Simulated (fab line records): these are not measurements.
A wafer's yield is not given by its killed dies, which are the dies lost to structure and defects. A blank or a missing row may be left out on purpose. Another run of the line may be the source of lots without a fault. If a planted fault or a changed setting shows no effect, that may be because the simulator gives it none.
fab line records + flow sky130
[record]
- lots = 11
- wafers = 33
- last-day = 50
route steps=708 shown VIA2@531 METAL3@565 VIA3@573
lots that met no fault: taken from a fault-free run of the same line
start-h: start of the lot's first displayed wafer, in hours after the record's first day + wait-h: hours elapsed since this lot's preceding step + " repeats the value in the row above + L1.1+2: one row covering several wafers at once + - no value, or no start was given + * or withheld: withheld + < > ~ a bound
route shown NAME@n: NAME is a module with steps in the file, n the number in the route of the first one + usual: average and standard deviation across the fault-free wafers + same: alike in all rows + chamber/n: place in a boat + sites: per-site readings + _std_site: standard deviation of those values + _edge_site: inner sites' mean taken away from outer sites' mean + radius-mm: for every site, how far away it sits from the centre of the wafer + mask NAME#n: copy n + behind: the tool/chamber that last shaped the wafer + hold: why the lot was held/for how many hours/how that ended + device: transistor that didn't switch, given as n, p or np + end of line: the route-end tests of the same wafers + step lacking rows: just its recipe + killed: the dies lost at the first sort to structure and to defects; this is not the yield of the wafer + map: a wafer's dies, x killed, . not, _ none there
set.NAME: the setting the step ran with; set.NAME@STEP: the setting that earlier step ran with + model.NAME: the simulator's own value behind a step, which no gauge read
a sample of lots followed through the steps of the route, with each step as a table and each wafer as a row
services: from which hour (start-h, from the record's first day; less than 0 if before it) a tool's chamber was out of use, for how many hours, and why
[[steps]]
[step SKY_VIA2_CMP_24]
[recipe]
- stop-on = SiO2
- t-overpolish-s = 20
- down-force-psi = 3.5
- platen-rpm = 60
- target-thk-nm = 0
- pad-velocity-m-s = 0.94248
[usual]
- motor-current-A = 11.1/0.76
- overpolish-run-s = 20.000/0.0092
- time-to-endpoint-s = 103/5.1
| lot.wafer | tool   | chamber | start-h | wait-h | motor-current-A | overpolish-run-s | time-to-endpoint-s |
|-----------|--------|---------|---------|--------|-----------------|------------------|--------------------|
| L424.1    | cmp-01 | 2       | 847.60  | 0.1    | 11.4            | 19.991           | 98                 |
| L424.2    | "      | 0       | "       | "      | 12.4            | 20.009           | 95                 |
| L424.5    | "      | 3       | "       | "      | 11.8            | 20.002           | 97                 |
| L425.4    | cmp-02 | 1       | 858.09  | 0.1    | 10.3            | 19.995           | 98                 |
| L425.2    | "      | 2       | "       | "      | 10.6            | 19.990           | 104                |
| L425.1    | "      | 3       | "       | "      | 9.7             | 20.004           | 108                |
| L426.3    | cmp-01 | 1       | 865.79  | 0.2    | 10.0            | 19.996           | 95                 |
| L426.6    | "      | 2       | "       | "      | 11.4            | 20.005           | 99                 |
| L426.5    | "      | 3       | "       | "      | 11.4            | 19.991           | 93                 |
| L427.4    | cmp-01 | 3       | 879.30  | 0.7    | 10.3            | 20.015           | 99                 |
| L427.1    | "      | 0       | "       | "      | 12.6            | 19.998           | 98                 |
| L427.5    | "      | 2       | "       | "      | 11.2            | 20.010           | 100                |
| L430.4    | cmp-02 | 2       | 899.34  | 0.1    | 10.4            | 19.990           | 105                |
| L430.2    | "      | 3       | "       | "      | 9.7             | 20.010           | 110                |
| L430.1    | "      | 0       | "       | "      | 11.0            | 20.006           | 104                |
| L437.2    | cmp-02 | 3       | 943.36  | 0.1    | 10.0            | 20.006           | 111                |
| L437.3    | "      | 0       | "       | "      | 11.4            | 20.005           | 106                |
| L437.5    | "      | 3       | "       | "      | 10.0            | 20.007           | 111                |
| L438.4    | cmp-01 | 0       | 956.13  | 0.0    | 12.0            | 20.003           | 96                 |
| L438.3    | "      | 1       | "       | "      | 9.6             | 19.990           | 106                |
| L438.1    | "      | 2       | "       | "      | 11.5            | 20.014           | 102                |
| L440.2    | cmp-01 | 0       | 972.13  | 0.1    | 12.5            | 19.995           | 103                |
| L440.4    | "      | 1       | "       | "      | 10.3            | 19.996           | 99                 |
| L440.6    | "      | 3       | "       | "      | 11.1            | 19.992           | 104                |
| L445.3    | cmp-02 | 3       | 1003.30 | 0.0    | 9.6             | 19.983           | 106                |
| L445.2    | "      | 0       | "       | "      | 12.2            | 20.005           | 103                |
| L445.4    | "      | 1       | "       | "      | 10.8            | 20.005           | 94                 |
| L446.2    | cmp-01 | 2       | 1005.79 | 0.0    | 11.7            | 19.987           | 106                |
| L446.1    | "      | 0       | "       | "      | 12.3            | 20.004           | 102                |
| L446.4    | "      | 1       | "       | "      | 10.6            | 19.994           | 101                |
| L447.1    | cmp-02 | 3       | 1020.65 | 0.1    | 10.1            | 19.988           | 105                |
| L447.4    | "      | 1       | "       | "      | 11.3            | 20.007           | 101                |
| L447.6    | "      | 3       | "       | "      | 9.5             | 19.990           | 112                |
[step SKY_METAL3_DESCUM_15]
[recipe]
- chemistry = O2
- source-power-w = 150
- bias-power-w = 0
- pressure-mtorr = 10
- temp-c = 40
- time-s = 8
[usual]
- drypump-motor-current-A = 6.0/0.39
- oes-product-au = 1.005/0.0072
| lot.wafer | tool         | chamber | start-h | wait-h | drypump-motor-current-A | oes-product-au | rf-hours-counter-h |
|-----------|--------------|---------|---------|--------|-------------------------|----------------|--------------------|
| L424.1    | rie-metal-03 | 0       | 900.63  | 0.0    | 5.7                     | 0.993          | 2                  |
| L424.2    | "            | 1       | "       | "      | 5.1                     | 0.999          | 14                 |
| L424.5    | "            | 0       | "       | "      | 5.7                     | 1.006          | -                  |
| L425.1    | rie-metal-03 | 0       | 910.70  | 0.0    | 5.8                     | 0.999          | 3                  |
| L425.2    | "            | 1       | "       | "      | 5.1                     | 0.997          | 15                 |
| L425.4    | "            | 1       | "       | "      | 5.1                     | 0.993          | -                  |
| L426.3    | rie-metal-01 | 1       | 917.74  | 0.0    | 6.2                     | 1.004          | -                  |
| L426.5    | "            | 0       | "       | "      | 6.2                     | 1.019          | -                  |
| L426.6    | "            | 1       | "       | "      | 6.2                     | 1.010          | -                  |
| L427.1    | rie-metal-02 | 0       | 930.12  | 0.0    | 5.8                     | 1.001          | 3                  |
| L427.4    | "            | 0       | "       | "      | 5.8                     | 1.003          | -                  |
| L427.5    | "            | 0       | "       | "      | 5.8                     | 1.010          | -                  |
| L430.1    | rie-metal-02 | 0       | 950.23  | 0.0    | 5.8                     | 0.999          | 6                  |
| L430.2    | "            | 0       | "       | "      | 5.8                     | 0.997          | -                  |
| L430.4    | "            | 0       | "       | "      | 5.8                     | 1.002          | -                  |
| L437.2    | rie-metal-01 | 0       | 991.77  | 0.0    | 6.2                     | 1.015          | 18                 |
| L437.3    | "            | 0       | "       | "      | 6.2                     | 1.013          | -                  |
| L437.5    | "            | 1       | "       | "      | 6.2                     | 0.990          | -                  |
| L438.1    | rie-metal-03 | 0       | 1004.80 | 0.0    | 5.8                     | 1.003          | 8                  |
| L438.3    | "            | 1       | "       | "      | 5.1                     | 0.997          | -                  |
| L438.4    | "            | 0       | "       | "      | 5.7                     | 1.005          | -                  |
| L440.2    | rie-metal-01 | 1       | 1020.48 | 0.0    | 6.2                     | 1.004          | -                  |
| L440.4    | "            | 1       | "       | "      | 6.2                     | 1.006          | -                  |
| L440.6    | "            | 1       | "       | "      | 6.2                     | 1.006          | -                  |
| L445.2    | rie-metal-01 | 1       | 1051.78 | 0.0    | 6.2                     | 1.005          | -                  |
| L445.3    | "            | 1       | "       | "      | 6.2                     | 1.016          | -                  |
| L445.4    | "            | 1       | "       | "      | 6.2                     | 1.013          | -                  |
| L446.1    | rie-metal-01 | 1       | 1053.63 | 0.0    | 6.2                     | 1.006          | 18                 |
| L446.2    | "            | 1       | "       | "      | 6.2                     | 1.005          | -                  |
| L446.4    | "            | 1       | "       | "      | 6.1                     | 1.003          | -                  |
| L447.1    | rie-metal-02 | 0       | 1066.85 | 0.0    | 5.8                     | 1.011          | 13                 |
| L447.4    | "            | 1       | "       | "      | 6.5                     | 1.005          | -                  |
| L447.6    | "            | 1       | "       | "      | 6.6                     | 0.998          | -                  |
[step SKY_VIA3_HDPCVD_00]
[recipe]
- material = SiO2
- target-thk-nm = 1635
- sigma-open-frac = 0.3
- time-s = 272.5
- temp-c = 400
- sih4-flow-sccm = 60
- pressure-mtorr = 6
[usual]
- run-length-s = 299.8/0.47
- sih4-flow-sccm = 59.98/0.19
| lot.wafer | tool      | chamber | start-h | wait-h | run-length-s | sih4-flow-sccm |
|-----------|-----------|---------|---------|--------|--------------|----------------|
| L424.1    | hdpcvd-02 | 2       | 901.76  | 0.0    | 300.1        | 59.85          |
| L424.2    | "         | 1       | "       | "      | 300.2        | 60.27          |
| L424.5    | "         | 0       | "       | "      | 300.2        | 59.95          |
| L425.1    | hdpcvd-01 | 2       | 911.71  | 0.0    | 300.2        | 59.70          |
| L425.2    | "         | 1       | "       | "      | 299.2        | 59.68          |
| L425.4    | "         | 0       | "       | "      | 299.4        | 59.92          |
| L426.3    | hdpcvd-01 | 0       | 918.68  | 0.0    | 299.2        | 60.18          |
| L426.5    | "         | 1       | "       | "      | 299.4        | 59.89          |
| L426.6    | "         | 2       | "       | "      | 300.4        | 60.25          |
| L427.1    | hdpcvd-02 | 0       | 931.18  | 0.0    | 299.2        | 59.92          |
| L427.4    | "         | 2       | "       | "      | 300.0        | 60.08          |
| L427.5    | "         | 0       | "       | "      | 299.4        | 60.45          |
| L430.1    | hdpcvd-01 | 1       | 951.28  | 0.0    | 299.1        | 60.26          |
| L430.2    | "         | 2       | "       | "      | 300.5        | 59.69          |
| L430.4    | "         | 0       | "       | "      | 300.0        | 60.00          |
| L437.2    | hdpcvd-02 | 1       | 992.70  | 0.0    | 252.8        | 60.16          |
| L437.3    | "         | 2       | "       | "      | 253.0        | 60.00          |
| L437.5    | "         | 1       | "       | "      | 300.1        | 60.28          |
| L438.1    | hdpcvd-01 | 2       | 1006.15 | 0.0    | 301.1        | 60.06          |
| L438.3    | "         | 1       | "       | "      | 299.4        | 60.28          |
| L438.4    | "         | 0       | "       | "      | 299.7        | 60.13          |
| L440.2    | hdpcvd-01 | 1       | 1021.52 | 0.0    | 299.1        | 59.90          |
| L440.4    | "         | 1       | "       | "      | 299.4        | 59.96          |
| L440.6    | "         | 2       | "       | "      | 300.9        | 59.88          |
| L445.2    | hdpcvd-01 | 1       | 1052.82 | 0.0    | 299.1        | 59.83          |
| L445.3    | "         | 0       | "       | "      | 299.8        | 59.87          |
| L445.4    | "         | 2       | "       | "      | 300.3        | 60.06          |
| L446.1    | hdpcvd-01 | 2       | 1054.68 | 0.0    | 300.2        | 59.81          |
| L446.2    | "         | 1       | "       | "      | 299.6        | 59.99          |
| L446.4    | "         | 1       | "       | "      | 300.2        | 60.02          |
| L447.1    | hdpcvd-01 | 1       | 1067.99 | 0.0    | 299.2        | 59.63          |
| L447.4    | "         | 2       | "       | "      | 300.1        | 60.20          |
| L447.6    | "         | 1       | "       | "      | 299.2        | 60.01          |
[step SKY_VIA3_THK_MEAS_01]
[recipe]
- reads = SiO2_of_VIA3_HDPCVD_00
[usual]
- VIA3_HDPCVD_THK = 1633/14
| lot.wafer | tool          | chamber | start-h | wait-h | VIA3_HDPCVD_THK[nm] |
|-----------|---------------|---------|---------|--------|---------------------|
| L424.1    | film-metro-02 | -       | 901.92  | 0.1    | 1648                |
| L424.2    | "             | -       | "       | "      | 1639                |
| L424.5    | "             | -       | "       | "      | 1662                |
| L425.1    | film-metro-02 | -       | 911.87  | 0.1    | 1653                |
| L425.2    | "             | -       | "       | "      | 1621                |
| L425.4    | "             | -       | "       | "      | 1634                |
| L426.3    | film-metro-01 | -       | 918.87  | 0.1    | 1636                |
| L426.5    | "             | -       | "       | "      | 1618                |
| L426.6    | "             | -       | "       | "      | 1623                |
| L427.1    | film-metro-04 | -       | 931.35  | 0.1    | 1639                |
| L427.4    | "             | -       | "       | "      | 1622                |
| L427.5    | "             | -       | "       | "      | 1645                |
| L430.1    | film-metro-02 | -       | 951.45  | 0.1    | 1627                |
| L430.2    | "             | -       | "       | "      | 1621                |
| L430.4    | "             | -       | "       | "      | 1616                |
| L437.2    | film-metro-04 | -       | 992.87  | 0.1    | 1345                |
| L437.3    | "             | -       | "       | "      | 1326                |
| L437.5    | "             | -       | "       | "      | 1622                |
| L438.1    | film-metro-01 | -       | 1006.32 | 0.1    | 1631                |
| L438.3    | "             | -       | "       | "      | 1629                |
| L438.4    | "             | -       | "       | "      | 1619                |
| L440.2    | film-metro-01 | -       | 1021.70 | 0.1    | 1662                |
| L440.4    | "             | -       | "       | "      | 1660                |
| L440.6    | "             | -       | "       | "      | 1658                |
| L445.2    | film-metro-04 | -       | 1053.00 | 0.1    | 1616                |
| L445.3    | "             | -       | "       | "      | 1620                |
| L445.4    | "             | -       | "       | "      | 1644                |
| L446.1    | film-metro-02 | -       | 1054.85 | 0.1    | 1651                |
| L446.2    | "             | -       | "       | "      | 1636                |
| L446.4    | "             | -       | "       | "      | 1646                |
| L447.1    | film-metro-04 | -       | 1068.16 | 0.1    | 1633                |
| L447.4    | "             | -       | "       | "      | 1637                |
| L447.6    | "             | -       | "       | "      | 1636                |
[step SKY_VIA3_CD_MEAS_12]
[recipe]
- target-cd-nm = 200
[usual]
- cd-nm = 199.9/1.5
| lot.wafer | tool      | chamber | start-h | wait-h | cd-nm |
|-----------|-----------|---------|---------|--------|-------|
| L424.1    | cd-sem-02 | -       | 926.88  | -      | 200.7 |
| L424.2    | "         | -       | "       | "      | 201.3 |
| L424.5    | "         | -       | "       | "      | 200.5 |
| L425.1    | cd-sem-02 | -       | 936.72  | -      | 200.3 |
| L425.2    | "         | -       | "       | "      | 200.6 |
| L425.4    | "         | -       | "       | "      | 200.1 |
| L426.3    | cd-sem-02 | -       | 945.72  | -      | 198.7 |
| L426.5    | "         | -       | "       | "      | 200.3 |
| L426.6    | "         | -       | "       | "      | 199.0 |
| L427.1    | cd-sem-02 | -       | 956.58  | -      | 200.8 |
| L427.4    | "         | -       | "       | "      | 199.7 |
| L427.5    | "         | -       | "       | "      | 201.9 |
| L430.1    | cd-sem-02 | -       | 976.02  | -      | 200.8 |
| L430.2    | "         | -       | "       | "      | 200.6 |
| L430.4    | "         | -       | "       | "      | 200.3 |
| L437.2    | cd-sem-01 | -       | 1016.40 | -      | 202.1 |
| L437.3    | "         | -       | "       | "      | 200.5 |
| L437.5    | "         | -       | "       | "      | 202.7 |
| L438.1    | cd-sem-02 | -       | 1029.93 | -      | 200.6 |
| L438.3    | "         | -       | "       | "      | 202.3 |
| L438.4    | "         | -       | "       | "      | 200.8 |
| L440.2    | cd-sem-01 | -       | 1045.00 | -      | 197.4 |
| L440.4    | "         | -       | "       | "      | 198.0 |
| L440.6    | "         | -       | "       | "      | 197.1 |
| L445.2    | cd-sem-02 | -       | 1075.09 | -      | 197.5 |
| L445.3    | "         | -       | "       | "      | 199.0 |
| L445.4    | "         | -       | "       | "      | 198.6 |
| L446.1    | cd-sem-01 | -       | 1076.38 | -      | 201.8 |
| L446.2    | "         | -       | "       | "      | 202.9 |
| L446.4    | "         | -       | "       | "      | 201.1 |
| L447.1    | cd-sem-01 | -       | 1088.92 | -      | 201.6 |
| L447.4    | "         | -       | "       | "      | 200.8 |
| L447.6    | "         | -       | "       | "      | 199.6 |
[[services]]
| tool         | chamber | start-h | hours | kind                           |
|--------------|---------|---------|-------|--------------------------------|
| cmp-02       | -       | 831.38  | 0.6   | repair                         |
| hdpcvd-02    | -       | 840.23  | 6.0   | pm                             |
| cmp-02       | -       | 846.90  | 5.6   | pm                             |
| cmp-01       | -       | 874.98  | 3.9   | repair                         |
| rie-metal-01 | -       | 887.20  | 0.6   | repair                         |
| cmp-01       | -       | 894.80  | 0.4   | repair                         |
| rie-metal-01 | 0       | 899.65  | 6.2   | repair                         |
| cmp-02       | -       | 913.47  | 4.0   | pm                             |
| cmp-01       | -       | 915.26  | 5.1   | repair                         |
| hdpcvd-02    | 1       | 915.70  | 2.0   | repair                         |
| cmp-02       | -       | 917.47  | -     | consumable-replace:conditioner |
| cmp-02       | -       | 917.47  | -     | consumable-replace:pad         |
| hdpcvd-02    | -       | 920.08  | 1.2   | repair                         |
| cmp-02       | -       | 920.47  | 6.3   | pm                             |
| rie-metal-03 | 0       | 949.59  | 1.5   | repair                         |
| hdpcvd-02    | -       | 950.25  | 15.0  | pm                             |
| cmp-01       | -       | 951.11  | 1.2   | repair                         |
| rie-metal-03 | -       | 959.00  | 2.8   | pm                             |
| rie-metal-01 | 0       | 1016.41 | -     | clean                          |
| cmp-01       | -       | 1017.35 | 0.9   | repair                         |
| rie-metal-02 | -       | 1019.13 | 0.2   | repair                         |
| hdpcvd-01    | -       | 1026.13 | 0.9   | repair                         |
| rie-metal-01 | 0       | 1049.96 | 76.4  | repair                         |
| cmp-01       | -       | 1052.90 | 5.4   | repair                         |
[[key]]
[first-sign]
- step = SKY_VIA3_HDPCVD_00
- reading = run-length-s
- direction = down
- sigmas = 99+
- usual = *
- struck = *
[effect]
- step = SKY_VIA3_THK_MEAS_01
- reading = VIA3_HDPCVD_THK
- direction = down
- sigmas = 21
- usual = 1633
- struck = 1335
met-at SKY_VIA3_HDPCVD_00
struck-lots L437
struck-wafers L437.2,L437.3
not-acting-at SKY_VIA2_CMP_24,SKY_METAL3_DESCUM_15,SKY_VIA3_CD_MEAS_12
onset-between 931.18 992.70
[fault]
- kind = process-parameter-drift
- tool = hdpcvd-02
- chamber = -
- onset-h = 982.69
- steps = SKY_VIA3_HDPCVD_00
- channel = time-s
- offset = *
- shape = step
- end-h = 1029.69
- scope = struck-wafers-only
- acts-in = *
- stated = *
